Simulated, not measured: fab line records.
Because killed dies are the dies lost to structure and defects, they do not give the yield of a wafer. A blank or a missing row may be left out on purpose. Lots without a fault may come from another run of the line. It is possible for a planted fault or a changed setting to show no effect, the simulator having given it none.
Which of the tools did it? / flow gf180mcu / at 1 step of a route of 602, 7 lots with 21 wafers sampled

WHAT THE GAUGES SHOWED, per wafer
GF_VT_IMPLANT_RS_MEAS_49: the measuring method here is four-point-probe.
lot=L385; measured=day 8 03:48; on=filmMetro-04; MVPSD_RS (ohm/sq)=1167.5 1168.4 1168.6
lot=L386; measured=day 8 11:11; on=filmMetro-02; MVPSD_RS (ohm/sq)=1169.3 1166.9 1167.0
lot=L388; measured=day 8 22:28; on=filmMetro-02; MVPSD_RS (ohm/sq)=1168.3 1169.4 1166.3
lot=L393; measured=day 10 13:49; on=filmMetro-04; MVPSD_RS (ohm/sq)=1164.4 1167.6 1167.6
lot=L396; measured=day 11 05:32; on=filmMetro-02; MVPSD_RS (ohm/sq)=1165.3 1163.7 1166.5
lot=L398; measured=day 11 20:56; on=filmMetro-04; MVPSD_RS (ohm/sq)=1169.8 1172.0 1170.1
lot=L401; measured=day 12 15:11; on=filmMetro-02; MVPSD_RS (ohm/sq)=1167.3 1167.9 1171.4

TOOL THAT RAN EACH LOT (tool first, then ch and the chambers of the sampled wafers, then the start)
Before these readings, the record contains no process step.

THE ANSWER, worked out from the rows above alone
Rule: the lots themselves supply what counts as usual. The widest of any qualifying gaps counts: lots, ordered by their means at a reading, are off when they make up no more than a third of the lots, leave a main group of 4 or more, and stand apart from it by 3 or more times the standard deviation of that group's means. A main group is skipped when, at the precision printed for the reading in the tables above, its means are all equal. A lot without any number at a reading at which 4 lots or more have one is off too. All remaining lots with rows at the step are treated as sound.
No lot is off at any reading shown: from this, nothing can be told.

WHAT THE SIMULATOR HAD PUT IN
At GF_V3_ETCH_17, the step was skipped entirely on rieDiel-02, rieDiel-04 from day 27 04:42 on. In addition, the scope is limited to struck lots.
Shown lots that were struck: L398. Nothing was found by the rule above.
